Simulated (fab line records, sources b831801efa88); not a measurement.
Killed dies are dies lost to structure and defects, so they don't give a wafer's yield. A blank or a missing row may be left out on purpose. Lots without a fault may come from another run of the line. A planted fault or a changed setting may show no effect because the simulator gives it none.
fab line records | flow sky130
record lots=5 wafers=15 last_day=49
route steps=708 shown LI_CONTACT@377 LOCAL_INTERCONNECT@387 CONTACT@406
lots that met no fault: from a run of the same line without faults
start_h: hours from the record's first day to the start of the lot's first wafer shown | wait_h: hours since the lot's step before | " the same as in the row above | L1.1+2: a row that stands for several wafers | - no value, or no start given | * or withheld: withheld | < > ~ a bound
route shown NAME@n: a module of which the file shows steps, and the number in the route of the first | usual: mean/standard deviation of fault-free wafers | same: alike in all rows | chamber/n: place in a boat | sites: the reading at each site | _std_site: their standard deviation | _edge_site: outer sites' mean less inner sites' | radius_mm: how far each site lies from the wafer's centre | mask NAME#n: copy n | behind: the tool/chamber that last shaped the wafer | hold: why the lot was held/for how many hours/how that ended | device: the transistor (n, p or np) that didn't switch | end of line: the same wafers' tests at the end of the route | a step without rows: its recipe alone | killed: dies lost to structure and defects at the first sort, not the wafer's yield | map: a wafer's dies, x killed, . not, _ none there
set.NAME: the setting as run; set.NAME@STEP: as run at that earlier step | model.NAME: the simulator's own value behind a step, which no gauge read
lots at some steps of the route; a table a step, a row a wafer
services: from which hour (start_h, from the record's first day; less than 0 if before it) a tool's chamber was out of use, for how many hours, and why
## steps
# step SKY_LI_CONTACT_ETCH_15
# recipe target=PSG chemistry=C4F8/O2/Ar stop_on=Si taper_deg=4.15 mask_material=KrF-thick source_w=1500 bias_w=1200 pressure_mtorr=40 c4f8_flow_sccm=withheld O2_flow_sccm=6 Ar_flow_sccm=300 time_s=withheld target_depth_a=6000
# usual oes_product_au=0.837/0.0042
# columns lot.wafer tool chamber start_h wait_h oes_product_au
L077.3 rie_diel-01 1 701.47 0.0 0.839
L077.4 " 3 " " 0.837
L077.5 " 1 " " 0.838
L080.1 rie_diel-04 2 726.32 0.0 0.834
L080.2 " 3 " " 0.839
L080.3 " 0 " " 0.838
L090.3 rie_diel-02 3 804.62 0.0 0.843
L090.5 " 0 " " 0.840
L090.6 " 3 " " 0.834
L091.1 rie_diel-04 2 813.82 0.0 0.840
L091.3 " 3 " " 0.838
L091.6 " 0 " " 0.837
L093.2 rie_diel-04 1 823.97 0.0 0.838
L093.3 " 3 " " 0.833
L093.4 " 0 " " 0.837
# step SKY_LI_CONTACT_STRIP_16
# recipe chemistry=O2/N2 power_w=1400 pressure_mtorr=1500 platen_temp_c=withheld o2_flow_sccm=3000 n2_flow_sccm=300 overash_fraction=0.5
# usual drypump_motor_current_A=5.5/0.3 oes_product_au=0.376/0.0045 strip_time_to_endpoint_s=3.497/0.025
# same overash_fraction=0.5
# columns lot.wafer tool chamber start_h wait_h drypump_motor_current_A oes_product_au rf_hours_counter_h strip_time_to_endpoint_s
L077.3 plasma_asher-02 1 701.59 - 5.7 0.376 - 3.516
L077.4 " 0 " " 5.6 0.386 - 3.516
L077.5 " 1 " " 5.7 0.374 - 3.508
L080.1 plasma_asher-02 0 726.40 - 5.6 0.370 60 3.487
L080.2 " 1 " " 5.8 0.369 60 3.466
L080.3 " 1 " " 5.7 0.378 - 3.484
L090.3 plasma_asher-04 1 804.74 - 5.3 0.374 - 3.482
L090.5 " 1 " " 5.2 0.374 - 3.485
L090.6 " 0 " " 5.2 0.379 - 3.478
L091.1 plasma_asher-02 0 813.90 - 5.5 0.370 70 3.486
L091.3 " 1 " " 5.7 0.371 - 3.484
L091.6 " 0 " " 5.6 0.371 - 3.505
L093.2 plasma_asher-04 0 824.05 - 5.1 0.374 88 3.469
L093.3 " 1 " " 5.3 0.380 - 3.463
L093.4 " 0 " " 5.1 0.377 - 3.492
# step SKY_LI_CONTACT_CLEAN_17
# recipe chemistry=NMP time_s=600 temp_c=60 dry=n2_spin
# usual bath_guard_temp_C=60.00/0.28 temp_c=60.00/0.13
# columns lot.wafer tool chamber start_h wait_h bath_guard_temp_C temp_c
L077.3 wet_bench-02 0 701.65 0.0 60.67 60.08
L077.4 " 0 " " 60.17 60.25
L077.5 " 0 " " 60.24 60.20
L080.1 wet_bench-02 2 726.50 0.1 60.03 60.26
L080.2 " 2 " " 59.71 60.23
L080.3 " 2 " " 59.71 60.12
L090.3 wet_bench-03 1 804.80 0.0 59.85 59.85
L090.5 " 1 " " 59.97 59.68
L090.6 " 1 " " 60.12 59.96
L091.1 wet_bench-03 2 814.00 0.1 60.19 60.09
L091.3 " 2 " " 59.72 59.95
L091.6 " 2 " " 59.90 59.99
L093.2 wet_bench-03 3 824.15 0.1 59.87 59.87
L093.3 " 3 " " 60.00 59.91
L093.4 " 3 " " 60.14 59.92
# step SKY_LI_CONTACT_PRE_CLEAN_18
# recipe gas=Ar time_s=5.6 bias_v=358
# columns lot.wafer tool chamber start_h wait_h
L077.3+4+5 pvd_sputter-03 - 701.83 0.0
L080.1+2+3 pvd_sputter-03 - 726.68 0.0
L090.3+5+6 pvd_sputter-04 - 804.98 0.0
L091.1+3+6 pvd_sputter-01 - 814.18 0.0
L093.2+3+4 pvd_sputter-03 - 824.33 0.0
# step SKY_LI_CONTACT_SPUTTER_19
# recipe material=Ti target_thk_nm=20 chamber_pressure_pa=5 power_w=2500 substrate_temp_c=200 time_s=106.37
# usual chamber_pressure_pa=5.000/0.011 throttle_valve_pct=30.3/1.1
# columns lot.wafer tool chamber start_h wait_h chamber_pressure_pa throttle_valve_pct
L077.3 pvd_sputter-03 - 701.85 0.0 4.985 32.0
L077.4 " - " " 4.994 30.1
L077.5 " - " " 4.997 31.9
L080.1 pvd_sputter-03 - 726.70 0.0 5.014 31.9
L080.2 " - " " 4.997 28.8
L080.3 " - " " 5.004 31.9
L090.3 pvd_sputter-04 - 805.00 0.0 4.988 29.7
L090.5 " - " " 5.010 30.7
L090.6 " - " " 4.993 29.6
L091.1 pvd_sputter-01 - 814.20 0.0 4.997 29.6
L091.3 " - " " 4.988 28.8
L091.6 " - " " 5.004 28.9
L093.2 pvd_sputter-03 - 824.35 0.0 5.000 30.0
L093.3 " - " " 5.008 31.9
L093.4 " - " " 5.003 29.1
# step SKY_LI_CONTACT_SPUTTER_20
# recipe material=TiN target_thk_nm=20 chamber_pressure_pa=5 power_w=4000 time_s=80
# usual chamber_pressure_pa=5.001/0.011 throttle_valve_pct=30.3/1.1
# columns lot.wafer tool chamber start_h wait_h chamber_pressure_pa throttle_valve_pct
L077.3 pvd_sputter-03 - 701.92 0.0 4.989 31.7
L077.4 " - " " 4.994 30.0
L077.5 " - " " 5.008 31.9
L080.1 pvd_sputter-03 - 726.77 0.0 5.006 32.0
L080.2 " - " " 4.999 28.7
L080.3 " - " " 5.001 31.6
L090.3 pvd_sputter-04 - 805.07 0.0 4.994 29.6
L090.5 " - " " 5.005 30.7
L090.6 " - " " 4.995 29.7
L091.1 pvd_sputter-01 - 814.27 0.0 4.988 29.7
L091.3 " - " " 5.004 28.7
L091.6 " - " " 4.993 28.8
L093.2 pvd_sputter-03 - 824.42 0.0 5.000 30.0
L093.3 " - " " 4.990 31.7
L093.4 " - " " 4.991 28.9
# step SKY_LI_CONTACT_CVD_21
# recipe material=W target_thk_nm=400 time_s=120.56 temp_c=400 pressure_torr=40
# usual heater_power_w=894/87
# columns lot.wafer tool chamber start_h wait_h heater_power_w
L077.3 cvd_w-02 1 702.03 0.1 878
L077.4 " 0 " " 824
L077.5 " 0 " " 821
L080.1 cvd_w-01 0 726.83 0.0 829
L080.2 " 1 " " 1037
L080.3 " 1 " " 1033
L090.3 cvd_w-01 0 805.18 0.1 812
L090.5 " 0 " " 842
L090.6 " 1 " " 993
L091.1 cvd_w-01 0 814.34 0.0 817
L091.3 " 1 " " 1044
L091.6 " 1 " " 1036
L093.2 cvd_w-01 0 824.48 0.0 827
L093.3 " 0 " " 836
L093.4 " 1 " " 1019
# step SKY_LI_CONTACT_RS_MEAS_22
# recipe thk_meas_gauge=four-point-probe reads=W_of_LI_CONTACT_CVD_21+TiN_of_LI_CONTACT_SPUTTER_20+Ti_of_LI_CONTACT_SPUTTER_19
# usual LI_CONTACT_W_RS=0.2840/0.0026
# columns lot.wafer tool chamber start_h wait_h LI_CONTACT_W_RS[ohm/sq]
L077.3 film_metro-03 - 702.15 0.1 0.2860
L077.4 " - " " 0.2839
L077.5 " - " " 0.2838
L080.1 film_metro-02 - 726.96 0.1 0.2839
L080.2 " - " " 0.2864
L080.3 " - " " 0.2820
L090.3 film_metro-03 - 805.30 0.1 0.2835
L090.5 " - " " 0.2806
L090.6 " - " " 0.2839
L091.1 film_metro-02 - 814.46 0.1 0.2778
L091.3 " - " " 0.2794
L091.6 " - " " 0.2828
L093.2 film_metro-02 - 824.63 0.1 0.2852
L093.3 " - " " 0.2893
L093.4 " - " " 0.2862
# step SKY_LI_CONTACT_THK_MEAS_23
# recipe thk_meas_gauge=xrf reads=W_of_LI_CONTACT_CVD_21
# usual LI_CONTACT_W_THK=384/8.5
# columns lot.wafer tool chamber start_h wait_h LI_CONTACT_W_THK[nm]
L077.3 film_metro-03 - 702.25 0.1 380
L077.4 " - " " 382
L077.5 " - " " 382
L080.1 film_metro-02 - 727.08 0.1 378
L080.2 " - " " 374
L080.3 " - " " 380
L090.3 film_metro-03 - 805.40 0.1 384
L090.5 " - " " 389
L090.6 " - " " 381
L091.1 film_metro-02 - 814.58 0.1 385
L091.3 " - " " 385
L091.6 " - " " 382
L093.2 film_metro-02 - 824.74 0.1 375
L093.3 " - " " 369
L093.4 " - " " 372
# step SKY_LI_CONTACT_CMP_24
# recipe stop_on=PSG t_overpolish_s=20 down_force_psi=3.5 platen_rpm=60 target_thk_nm=0 pad_velocity_m_s=0.94248
# usual edge_zone_pressure_frac=1.001/0.0058 head_pressure_psi=3.500/0.0076 motor_current_A=11.2/1.1 overpolish_run_s=19.999/0.0089 retaining_ring_pressure_frac=1.000/0.0048 time_to_endpoint_s=97/3.4
# columns lot.wafer tool chamber start_h wait_h edge_zone_pressure_frac head_pressure_psi motor_current_A overpolish_run_s retaining_ring_pressure_frac time_to_endpoint_s
L077.4 cmp-02 2 702.29 0.0 1.015 3.498 11.6 19.987 0.998 98
L077.3 " 1 " " 0.999 3.503 13.1 19.992 0.991 101
L077.5 " 2 " " 1.011 3.496 11.5 20.003 1.003 100
L080.1 cmp-01 1 727.14 0.1 0.992 3.509 11.1 19.989 0.999 100
L080.3 " 2 " " 1.012 3.502 9.0 19.997 1.006 100
L080.2 " 0 " " 1.010 3.492 10.4 19.992 0.995 96
L090.3 cmp-01 1 805.49 0.1 1.007 3.504 11.1 19.989 0.996 96
L090.5 " 0 " " 0.996 3.503 10.9 19.990 0.993 92
L090.6 " 1 " " 0.999 3.505 10.9 19.997 1.000 96
L091.3 cmp-02 0 814.64 0.0 1.011 3.507 12.7 19.986 0.998 95
L091.1 " 1 " " 0.995 3.488 13.6 19.988 1.001 96
L091.6 " 1 " " 0.991 3.506 13.0 20.000 0.997 95
L093.2 cmp-01 1 824.84 0.1 1.006 3.501 10.8 19.985 0.995 90
L093.3 " 2 " " 0.990 3.513 9.2 20.010 1.002 91
L093.4 " 3 " " 0.991 3.509 12.0 19.989 0.995 89
# step SKY_LOCAL_INTERCONNECT_SPUTTER_00
# recipe material=TiN target_thk_nm=100 temp_c=300 power_w=6500 time_s=83.3 chamber_pressure_pa=0.4
# usual chamber_pressure_pa=0.4000/0.00081 throttle_valve_pct=30.5/0.89
# columns lot.wafer tool chamber start_h wait_h chamber_pressure_pa throttle_valve_pct
L077.3 pvd_sputter-03 - 702.59 0.1 0.3994 32.2
L077.4 " - " " 0.4015 28.9
L077.5 " - " " 0.4005 28.9
L080.1 pvd_sputter-02 - 727.44 0.2 0.3978 30.4
L080.2 " - " " 0.4003 31.0
L080.3 " - " " 0.4006 30.6
L090.3 pvd_sputter-02 - 805.74 0.2 0.3999 30.8
L090.5 " - " " 0.3996 31.1
L090.6 " - " " 0.4010 30.2
L091.1 pvd_sputter-03 - 814.94 0.2 0.3991 32.1
L091.3 " - " " 0.4007 30.2
L091.6 " - " " 0.4008 31.9
L093.2 pvd_sputter-02 - 825.09 0.2 0.4014 30.1
L093.3 " - " " 0.3996 30.3
L093.4 " - " " 0.4004 30.5
# step SKY_LOCAL_INTERCONNECT_RS_MEAS_01
# recipe thk_meas_gauge=four-point-probe reads=TiN_of_LOCAL_INTERCONNECT_SPUTTER_00
# usual LOCAL_INTERCONNECT_TIN_RS=14.10/0.17
# columns lot.wafer tool chamber start_h wait_h LOCAL_INTERCONNECT_TIN_RS[ohm/sq]
L077.3 film_metro-01 - 702.69 0.1 14.06
L077.4 " - " " 14.09
L077.5 " - " " 14.09
L080.1 film_metro-01 - 727.50 0.0 13.92
L080.2 " - " " 14.17
L080.3 " - " " 14.00
L090.3 film_metro-01 - 805.84 0.1 14.10
L090.5 " - " " 14.27
L090.6 " - " " 14.08
L091.1 film_metro-04 - 815.00 0.0 14.24
L091.3 " - " " 14.44
L091.6 " - " " 14.20
L093.2 film_metro-04 - 825.17 0.1 14.00
L093.3 " - " " 13.88
L093.4 " - " " 14.01
# step SKY_LOCAL_INTERCONNECT_THK_MEAS_02
# recipe thk_meas_gauge=xrf reads=TiN_of_LOCAL_INTERCONNECT_SPUTTER_00
# usual LOCAL_INTERCONNECT_TIN_THK=100.2/1.2
# columns lot.wafer tool chamber start_h wait_h LOCAL_INTERCONNECT_TIN_THK[nm]
L077.3 film_metro-01 - 702.79 0.1 100.9
L077.4 " - " " 100.5
L077.5 " - " " 100.4
L080.1 film_metro-01 - 727.62 0.1 101.3
L080.2 " - " " 100.1
L080.3 " - " " 101.1
L090.3 film_metro-01 - 805.94 0.1 100.8
L090.5 " - " " 99.6
L090.6 " - " " 100.9
L091.1 film_metro-04 - 815.12 0.1 98.7
L091.3 " - " " 98.1
L091.6 " - " " 99.6
L093.2 film_metro-04 - 825.28 0.1 100.2
L093.3 " - " " 101.0
L093.4 " - " " 100.0
# step SKY_LOCAL_INTERCONNECT_DEHYDRATE_03
# recipe temp_c=200 time_s=60
# usual heater_power_total_W=160.37/0.13
# columns lot.wafer tool chamber start_h wait_h heater_power_total_W
L077.3 litho_track-01 0 715.92 13.1 160.30
L077.4 " 0 " " 160.33
L077.5 " 0 " " 160.26
L080.1 litho_track-04 0 740.50 12.9 160.60
L080.2 " 0 " " 160.51
L080.3 " 0 " " 160.29
L090.3 litho_track-03 0 818.92 13.0 160.37
L090.5 " 0 " " 160.51
L090.6 " 0 " " 160.46
L091.1 litho_track-01 0 827.62 12.5 160.40
L091.3 " 0 " " 160.20
L091.6 " 0 " " 160.45
L093.2 litho_track-03 0 837.95 12.7 160.34
L093.3 " 0 " " 160.27
L093.4 " 0 " " 160.12
# step SKY_LOCAL_INTERCONNECT_HMDS_04
# recipe prime_time_s=60 prime_temp_c=120
# columns lot.wafer tool chamber start_h wait_h
L077.3+4+5 litho_track-01 0 716.07 0.1
L080.1+2+3 litho_track-04 0 740.65 0.1
L090.3+5+6 litho_track-03 0 819.07 0.1
L091.1+3+6 litho_track-01 0 827.77 0.1
L093.2+3+4 litho_track-03 0 838.10 0.1
# step SKY_LOCAL_INTERCONNECT_COAT_05
# recipe resist=BARC temp_c=withheld time_s=withheld spin_rpm=3000 resist_thk_nm=60
# columns lot.wafer tool chamber start_h wait_h
L077.3+4+5 litho_track-01 0 716.22 0.1
L080.1+2+3 litho_track-04 0 740.80 0.1
L090.3+5+6 litho_track-03 0 819.22 0.1
L091.1+3+6 litho_track-01 0 827.92 0.1
L093.2+3+4 litho_track-03 0 838.25 0.1
# step SKY_LOCAL_INTERCONNECT_COAT_06
# recipe resist=KrF-thick spin_rpm=3000 resist_thk_nm=450
# columns lot.wafer tool chamber start_h wait_h
L077.3+4+5 litho_track-01 0 - -
L080.1+2+3 litho_track-04 0 - -
L090.3+5+6 litho_track-03 0 - -
L091.1+3+6 litho_track-01 0 - -
L093.2+3+4 litho_track-03 0 - -
# step SKY_LOCAL_INTERCONNECT_SOFTBAKE_07
# recipe temp_c=100 time_s=90 resist=KrF-thick
# usual heater_power_total_W=57.38/0.11
# columns lot.wafer tool chamber start_h wait_h heater_power_total_W
L077.3 litho_track-01 0 - - 57.36
L077.4 " 0 " " 57.50
L077.5 " 0 " " 57.27
L080.1 litho_track-04 0 - - 57.43
L080.2 " 0 " " 57.47
L080.3 " 0 " " 57.37
L090.3 litho_track-03 0 - - 57.36
L090.5 " 0 " " 57.31
L090.6 " 0 " " 57.50
L091.1 litho_track-01 0 - - 57.42
L091.3 " 0 " " 57.47
L091.6 " 0 " " 57.29
L093.2 litho_track-03 0 - - 57.26
L093.3 " 0 " " 57.40
L093.4 " 0 " " 57.24
# step SKY_LOCAL_INTERCONNECT_EXPOSE_08
# recipe mask_id=LI1M na=0.8 source_shape=annular sigma_inner=0.55 sigma_outer=0.85 target_cd_nm=170 dose_mj=28
# usual exposure_dose_mJ_cm2=28.00/0.032
# columns lot.wafer tool chamber start_h wait_h mask exposure_dose_mJ_cm2
L077.3 krf_scanner-01 0 - - LI1M#0 28.02
L077.4 " 0 " " LI1M#0 28.01
L077.5 " 0 " " LI1M#0 28.00
L080.1 krf_scanner-02 0 - - LI1M#0 28.00
L080.2 " 0 " " LI1M#0 27.96
L080.3 " 0 " " LI1M#0 27.99
L090.3 krf_scanner-02 0 - - LI1M#0 28.05
L090.5 " 0 " " LI1M#0 28.00
L090.6 " 0 " " LI1M#0 28.08
L091.1 krf_scanner-01 0 - - LI1M#0 27.98
L091.3 " 0 " " LI1M#0 27.98
L091.6 " 0 " " LI1M#0 27.98
L093.2 krf_scanner-02 0 - - LI1M#0 28.00
L093.3 " 0 " " LI1M#0 27.97
L093.4 " 0 " " LI1M#0 27.99
# step SKY_LOCAL_INTERCONNECT_PEB_09
# recipe peb_temp_c=withheld peb_time_s=withheld resist=KrF-thick
# columns lot.wafer tool chamber start_h wait_h
L077.3+4+5 litho_track-04 0 - -
L080.1+2+3 litho_track-04 0 - -
L090.3+5+6 litho_track-04 0 - -
L091.1+3+6 litho_track-01 0 - -
L093.2+3+4 litho_track-04 0 - -
# step SKY_LOCAL_INTERCONNECT_DEVELOP_10
# recipe develop_time_s=60 resist=KrF-thick dev_temp_c=21
# columns lot.wafer tool chamber start_h wait_h
L077.3+4+5 litho_track-04 0 - -
L080.1+2+3 litho_track-04 0 - -
L090.3+5+6 litho_track-04 0 - -
L091.1+3+6 litho_track-01 0 - -
L093.2+3+4 litho_track-04 0 - -
# step SKY_LOCAL_INTERCONNECT_CD_MEAS_11
# recipe target_cd_nm=170
# usual cd_nm=169.6/1.3
# columns lot.wafer tool chamber start_h wait_h cd_nm
L077.3 cd_sem-02 - 730.69 - 169.9
L077.4 " - " " 171.8
L077.5 " - " " 172.3
L080.1 cd_sem-01 - 755.16 - 168.8
L080.2 " - " " 168.0
L080.3 " - " " 169.0
L090.3 cd_sem-01 - 832.69 - 171.2
L090.5 " - " " 170.6
L090.6 " - " " 169.8
L091.1 cd_sem-02 - 841.12 - 168.5
L091.3 " - " " 169.0
L091.6 " - " " 170.2
L093.2 cd_sem-02 - 851.42 - 169.4
L093.3 " - " " 170.0
L093.4 " - " " 170.7
# step SKY_LOCAL_INTERCONNECT_OVL_MEAS_12
# usual LOCAL_INTERCONNECT_OVL=1/5.3
# columns lot.wafer tool chamber start_h wait_h LOCAL_INTERCONNECT_OVL[nm]
L077.3 overlay-01 - 730.78 0.1 7
L077.4 " - " " 5
L077.5 " - " " 8
L080.1 overlay-02 - 755.28 0.1 -8
L080.2 " - " " -5
L080.3 " - " " -1
L090.3 overlay-02 - 832.78 0.1 0
L090.5 " - " " -4
L090.6 " - " " -2
L091.1 overlay-01 - 841.24 0.1 -7
L091.3 " - " " 1
L091.6 " - " " -10
L093.2 overlay-02 - 851.52 0.1 -3
L093.3 " - " " 4
L093.4 " - " " -1
# step SKY_LOCAL_INTERCONNECT_ETCH_13
# recipe chemistry=N2/H2 target=BARC ion_energy_ev=200 bias_w=100 pressure_mtorr=30 n2_flow_sccm=100 h2_flow_sccm=200 icp_w=500 stop_on=SiO2 time_s=45.9 target_depth_a=600
# usual drypump_motor_current_A=5.9/0.42 oes_product_au=0.855/0.0047 throttle_valve_pct=13.224/0.0091
# columns lot.wafer tool chamber start_h wait_h drypump_motor_current_A oes_product_au rf_hours_counter_h throttle_valve_pct
L077.3 rie_metal-02 0 730.83 0.0 5.8 0.859 - 13.230
L077.4 " 1 " " 6.3 0.858 - 13.219
L077.5 " 0 " " 5.8 0.861 - 13.217
L080.1 rie_metal-01 1 755.32 0.0 5.1 0.853 2 13.214
L080.2 " 0 " " 6.2 0.851 10 13.218
L080.3 " 1 " " 5.1 0.848 - 13.216
L090.3 rie_metal-01 1 832.83 0.0 5.1 0.857 - 13.219
L090.5 " 1 " " 5.1 0.867 - 13.232
L090.6 " 0 " " 6.2 0.860 - 13.244
L091.1 rie_metal-02 1 841.28 0.0 6.3 0.858 7 13.221
L091.3 " 0 " " 5.8 0.855 - 13.217
L091.6 " 1 " " 6.3 0.852 - 13.222
L093.2 rie_metal-04 0 851.58 0.0 6.3 0.857 - 13.220
L093.3 " 0 " " 6.3 0.859 - 13.212
L093.4 " 0 " " 6.3 0.854 - 13.226
# step SKY_LOCAL_INTERCONNECT_METAL_ETCH_14
# recipe target_depth_nm=110 stop_on=PSG chemistry=Cl2/BCl3 target=TiN resist_sidewall_deg=88 pressure_mtorr=10 icp_w=900 bias_w=48.5 Cl2_flow_sccm=60 bcl3_flow_sccm=30 time_s=31.4
# usual drypump_motor_current_A=5.9/0.42 oes_product_au=0.944/0.0086 throttle_valve_pct=21.898/0.0088
# columns lot.wafer tool chamber start_h wait_h drypump_motor_current_A oes_product_au rf_hours_counter_h throttle_valve_pct
L077.3 rie_metal-02 0 730.88 0.0 5.8 0.942 - 21.899
L077.4 " 1 " " 6.2 0.939 - 21.904
L077.5 " 0 " " 5.8 0.944 - 21.883
L080.1 rie_metal-01 1 755.38 0.0 5.1 0.949 2 21.902
L080.2 " 0 " " 6.2 0.943 10 21.910
L080.3 " 1 " " 5.1 0.943 - 21.894
L090.3 rie_metal-01 1 832.88 0.0 5.1 0.940 - 21.886
L090.5 " 1 " " 5.1 0.937 - 21.901
L090.6 " 0 " " 6.2 0.945 - 21.889
L091.1 rie_metal-02 1 841.34 0.0 6.3 0.947 7 21.898
L091.3 " 0 " " 5.8 0.926 - 21.909
L091.6 " 1 " " 6.3 0.949 - 21.894
L093.2 rie_metal-04 0 851.70 0.1 6.4 0.941 - 21.889
L093.3 " 0 " " 6.4 0.949 - 21.893
L093.4 " 0 " " 6.4 0.944 - 21.893
# step SKY_LOCAL_INTERCONNECT_STRIP_15
# recipe chemistry=O2/N2 power_w=1400 pressure_mtorr=1500 platen_temp_c=withheld o2_flow_sccm=3000 n2_flow_sccm=300 overash_fraction=0.5
# usual drypump_motor_current_A=5.6/0.37 oes_product_au=0.427/0.0049 strip_time_to_endpoint_s=4.722/0.016
# same overash_fraction=0.5
# columns lot.wafer tool chamber start_h wait_h drypump_motor_current_A oes_product_au rf_hours_counter_h strip_time_to_endpoint_s
L077.3 plasma_asher-03 1 730.95 0.1 5.9 0.428 - 4.721
L077.4 " 0 " " 6.0 0.430 - 4.745
L077.5 " 1 " " 5.9 0.432 - 4.728
L080.1 plasma_asher-02 1 755.43 0.0 5.7 0.421 64 4.721
L080.2 " 0 " " 5.6 0.432 64 4.705
L080.3 " 0 " " 5.6 0.427 - 4.714
L090.3 plasma_asher-03 1 832.95 0.1 5.9 0.426 - 4.674
L090.5 " 1 " " 5.9 0.429 - 4.725
L090.6 " 0 " " 6.0 0.420 - 4.699
L091.1 plasma_asher-02 0 841.39 0.0 5.6 0.422 73 4.716
L091.3 " 0 " " 5.6 0.429 - 4.699
L091.6 " 1 " " 5.7 0.419 - 4.716
L093.2 plasma_asher-03 0 851.78 0.1 6.0 0.427 11 4.731
L093.3 " 0 " " 6.0 0.429 - 4.740
L093.4 " 1 " " 5.9 0.430 - 4.719
# step SKY_LOCAL_INTERCONNECT_STRIP_16
# recipe chemistry=post_etch_residue_remover time_s=1200 temp_c=72.5
# usual bath_guard_temp_C=72.4/0.31 temp_c=72.51/0.13
# columns lot.wafer tool chamber start_h wait_h bath_guard_temp_C temp_c
L077.3 wet_bench-01 2 731.02 0.0 72.1 72.61
L077.4 " 2 " " 72.4 72.59
L077.5 " 2 " " 72.5 72.56
L080.1 wet_bench-02 1 755.53 0.1 72.1 72.39
L080.2 " 1 " " 72.1 72.64
L080.3 " 1 " " 72.4 72.74
L090.3 wet_bench-02 1 833.02 0.0 72.4 72.42
L090.5 " 1 " " 71.9 72.53
L090.6 " 1 " " 71.9 72.46
L091.1 wet_bench-01 1 841.49 0.1 72.7 72.47
L091.3 " 1 " " 72.3 72.46
L091.6 " 1 " " 72.6 72.54
L093.2 wet_bench-04 1 851.88 0.1 72.3 72.26
L093.3 " 1 " " 72.8 72.52
L093.4 " 1 " " 72.5 72.37
# step SKY_LOCAL_INTERCONNECT_CLEAN_17
# recipe chemistry=IPA time_s=180 temp_c=25
# usual temp_c=24.99/0.11
# columns lot.wafer tool chamber start_h wait_h temp_c
L077.3 wet_bench-04 1 731.36 0.0 24.99
L077.4 " 1 " " 24.95
L077.5 " 1 " " 25.14
L080.1 wet_bench-04 3 755.87 0.0 25.05
L080.2 " 3 " " 24.95
L080.3 " 3 " " 25.06
L090.3 wet_bench-04 3 833.36 0.0 25.09
L090.5 " 3 " " 25.02
L090.6 " 3 " " 25.10
L091.1 wet_bench-01 1 841.83 0.0 25.05
L091.3 " 1 " " 25.10
L091.6 " 1 " " 25.08
L093.2 wet_bench-01 0 852.26 0.0 24.77
L093.3 " 0 " " 24.76
L093.4 " 0 " " 24.83
# step SKY_LOCAL_INTERCONNECT_CLEAN_18
# recipe chemistry=O3/DIW dry=n2_spin
# columns lot.wafer tool chamber start_h wait_h
L077.3+4+5 wet_bench-01 3 731.42 0.0
L080.1+2+3 wet_bench-02 1 755.93 0.0
L090.3+5+6 wet_bench-01 3 833.42 0.0
L091.1+3+6 wet_bench-01 0 841.89 0.0
L093.2+3+4 wet_bench-02 0 852.31 0.0
# step SKY_CONTACT_CVD_00
# recipe material=Si3N4 target_thk_nm=75 temp_c=400 time_s=withheld rf_w=450
# usual heater_power_w=683/88
# columns lot.wafer tool chamber start_h wait_h heater_power_w
L077.3 pecvd-04 0 731.52 0.0 519
L077.4 " 1 " " 614
L077.5 " 0 " " 537
L080.1 pecvd-04 0 756.02 0.0 597
L080.2 " 1 " " 684
L080.3 " 2 " " 615
L090.3 pecvd-04 0 833.53 0.0 633
L090.5 " 1 " " 728
L090.6 " 0 " " 633
L091.1 pecvd-02 0 841.98 0.0 759
L091.3 " 2 " " 796
L091.6 " 2 " " 756
L093.2 pecvd-02 2 852.41 0.0 683
L093.3 " 0 " " 657
L093.4 " 0 " " 652
# step SKY_CONTACT_THK_MEAS_01
# recipe reads=Si3N4_of_CONTACT_CVD_00
# usual CONTACT_CVD_00_THK=75.5/1
# columns lot.wafer tool chamber start_h wait_h CONTACT_CVD_00_THK[nm]
L077.3 film_metro-03 - 731.57 - 74.9
L077.4 " - " " 76.2
L077.5 " - " " 75.9
L080.1 film_metro-03 - 756.06 - 75.3
L080.2 " - " " 75.4
L080.3 " - " " 76.2
L090.3 film_metro-02 - 833.58 - 75.8
L090.5 " - " " 76.4
L090.6 " - " " 76.4
L091.1 film_metro-02 - 842.03 - 74.9
L091.3 " - " " 76.8
L091.6 " - " " 77.1
L093.2 film_metro-04 - 852.46 - 74.4
L093.3 " - " " 73.8
L093.4 " - " " 76.4
# step SKY_CONTACT_HDPCVD_02
# recipe material=SiO2 target_thk_nm=565 sigma_open_frac=0.3 time_s=94.2 temp_c=600 sih4_flow_sccm=60 pressure_mtorr=6
# usual sih4_flow_sccm=60.00/0.19
# columns lot.wafer tool chamber start_h wait_h sih4_flow_sccm
L077.3 hdpcvd-02 0 731.61 0.0 59.76
L077.4 " 1 " " 59.90
L077.5 " 2 " " 60.03
L080.1 hdpcvd-01 0 756.12 0.1 60.03
L080.2 " 2 " " 60.18
L080.3 " 1 " " 60.10
L090.3 hdpcvd-01 2 833.62 0.0 60.01
L090.5 " 2 " " 59.88
L090.6 " 1 " " 59.76
L091.1 hdpcvd-01 0 842.09 0.1 60.01
L091.3 " 1 " " 60.03
L091.6 " 2 " " 59.90
L093.2 hdpcvd-02 0 852.51 0.0 59.90
L093.3 " 2 " " 60.26
L093.4 " 0 " " 59.93
# step SKY_CONTACT_THK_MEAS_03
# recipe reads=SiO2_of_CONTACT_HDPCVD_02
# usual CONTACT_HDPCVD_THK=568/6
# columns lot.wafer tool chamber start_h wait_h CONTACT_HDPCVD_THK[nm]
L077.3 film_metro-02 - 731.70 0.1 569
L077.4 " - " " 562
L077.5 " - " " 567
L080.1 film_metro-04 - 756.19 0.0 568
L080.2 " - " " 571
L080.3 " - " " 565
L090.3 film_metro-04 - 833.71 0.1 567
L090.5 " - " " 563
L090.6 " - " " 562
L091.1 film_metro-04 - 842.16 0.0 565
L091.3 " - " " 568
L091.6 " - " " 568
L093.2 film_metro-02 - 852.59 0.0 577
L093.3 " - " " 569
L093.4 " - " " 576
## services
# columns tool chamber start_h hours kind
cmp-01 - 677.88 2.2 repair
rie_diel-04 2 680.04 6.4 repair
krf_scanner-02 - 682.15 1.0 pm
plasma_asher-02 - 683.55 4.7 repair
pvd_sputter-02 - 683.85 4.2 repair
cmp-01 - 684.19 7.0 pm
rie_diel-04 - 685.13 2.8 pm
plasma_asher-02 - 685.46 1.5 repair
krf_scanner-02 - 686.31 3.6 pm
krf_scanner-02 - 719.81 1.3 pm
rie_metal-02 - 720.26 2.8 pm
pecvd-04 - 729.56 0.7 repair
cmp-01 - 732.19 3.5 repair
plasma_asher-03 - 733.75 9.0 pm
pvd_sputter-04 - 751.40 5.8 repair
pvd_sputter-04 - 756.80 3.5 repair
cmp-01 - 762.10 1.5 repair
krf_scanner-02 - 766.56 0.8 pm
rie_diel-04 1 773.91 7.6 repair
rie_diel-04 0 790.97 11.7 repair
wet_bench-02 - 799.87 1.6 repair
pvd_sputter-01 - 804.35 1.4 repair
krf_scanner-02 - 813.53 0.4 repair
plasma_asher-02 - 845.74 2.0 repair
## key
fault none
